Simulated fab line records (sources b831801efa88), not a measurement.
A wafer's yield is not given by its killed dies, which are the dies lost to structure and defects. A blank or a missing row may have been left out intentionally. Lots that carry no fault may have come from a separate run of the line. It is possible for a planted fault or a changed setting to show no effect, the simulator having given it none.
A lot that was struck, set against a sound lot    flow sky130    23 steps out of a route of 708
Sound: wafers L524.1, L524.4, L524.5. Struck: wafers L528.1, L528.4, L528.5. At the end, the cause is stated.
Order at every step that has rows: each side's tool, ch and its chambers, its first start. Under that, the readings that differ: sound wafers    struck wafers    difference of the means    sigmas: that difference in standard deviations of wafers without a fault.
alike: words and numbers the same on both sides, and readings whose means are apart by under 2 such deviations; not compared: readings that were withheld, readings missing a value for some wafer, numbers with overlapping values and no deviation given by the record, and bounds like >300 which may hide the same value.
The two part at a step that has a row with sigmas, a row that says differs or no value, or rows on one side only. Non-overlapping numbers with no deviation appear without sigmas and do not part them. A reading that every wafer of one side lacks parts them only if that side has two wafers or more.

first, 8 steps without rows for these wafers: SKY_LDD_N_IMPLANT_08; SKY_LDD_N_IMPLANT_09; SKY_LDD_N_IMPLANT_10; SKY_LDD_N_IMPLANT_11; SKY_LDD_N_IMPLANT_12; SKY_LDD_N_IMPLANT_13; SKY_LDD_N_IMPLANT_14; SKY_LDD_N_IMPLANT_15.
SKY_LDD_N_STRIP_16: strips in O2/N2.
  sound on plasma_asher-02 ch 0,1, day 19 03:44; struck on plasma_asher-03 ch 0,1, day 20 20:59
  alike: drypump_motor_current_A, n2_flow_sccm, oes_product_au, strip_time_to_endpoint_s
  not compared: rf_hours_counter_h
SKY_LDD_N_TW_MEAS_17:
  sound on film_metro-03 at day 19 03:50; struck on film_metro-03 at day 20 21:05
  alike: LDD_N_TW
then, 2 steps without rows for these wafers: SKY_LDD_P_DEHYDRATE_00 (time 60 s); SKY_LDD_P_HMDS_01 (prime time 60 s).
SKY_LDD_P_COAT_02: resist thk 1140 nm.
  sound on litho_track-03 ch 0, day 19 19:05; struck on litho_track-02 ch 0, day 21 12:23
reading                                     sound                 struck                difference  sigmas
spin_speed_rpm (rpm)                        2998.4 2997.0 2998.2  3133.2 3132.7 3132.1  +134.8      +61
model.NOVOLAK_of_LDD_P_COAT_02.thk_nm (nm)  1136 1138 1139        1116 1116 1115        -22         
  alike: resist_line_temp_C
then, 3 steps without rows for these wafers: SKY_LDD_P_SOFTBAKE_03 (time 60 s); SKY_LDD_P_EXPOSE_04 (exposes mask PSDM, target cd 380 nm); SKY_LDD_P_PEB_05.
SKY_LDD_P_DEVELOP_06: develop time 60 s.
  sound on litho_track-01 ch 0, day 20 11:00; struck on litho_track-01 ch 0, day 22 03:15
reading                                     sound           struck          difference  sigmas
model.NOVOLAK_of_LDD_P_COAT_02.thk_nm (nm)  1136 1138 1138  1115 1115 1115  -22         
  alike: resist_line_temp_C
SKY_LDD_P_CD_MEAS_07: the cd target is 380 nm.
  sound on cd_sem-02 at day 20 11:09; struck on cd_sem-01 at day 22 03:24
reading     sound              struck             difference  sigmas
cd_nm (nm)  377.3 375.0 376.1  384.0 381.7 384.9  +7.4        +3
SKY_LDD_P_OVL_MEAS_08:
  sound on overlay-02 at day 20 11:16; struck on overlay-02 at day 22 03:31
  alike: LDD_P_OVL
following that, these wafers have no rows for 1 step: SKY_LDD_P_IMPLANT_09.
SKY_LDD_P_STRIP_10: strips in O2/N2.
  sound on plasma_asher-03 ch 0,1, day 20 11:27; struck on plasma_asher-04 ch 0,1, day 22 03:42
reading                       sound              struck             difference  sigmas
strip_time_to_endpoint_s (s)  14.14 14.15 14.16  13.89 13.90 13.88  -0.26       -7
  alike: drypump_motor_current_A, n2_flow_sccm, oes_product_au
  not compared: rf_hours_counter_h
SKY_LDD_P_TW_MEAS_11:
  sound on film_metro-04 at day 20 11:33; struck on film_metro-01 at day 22 03:48
  alike: LDD_P_TW
following that, these wafers have no rows for 1 step: SKY_PAD_OPEN_PROBE_99.

== WHERE THEY PART ==
At SKY_LDD_P_COAT_02 first; at SKY_LDD_P_STRIP_10 last (within this record only). Later steps at which nothing parts them and some readings are alike: SKY_LDD_P_TW_MEAS_11.

WHY: what had been put in by the simulator
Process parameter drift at SKY_LDD_P_COAT_02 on litho_track-02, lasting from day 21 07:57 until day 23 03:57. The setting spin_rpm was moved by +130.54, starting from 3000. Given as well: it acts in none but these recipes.
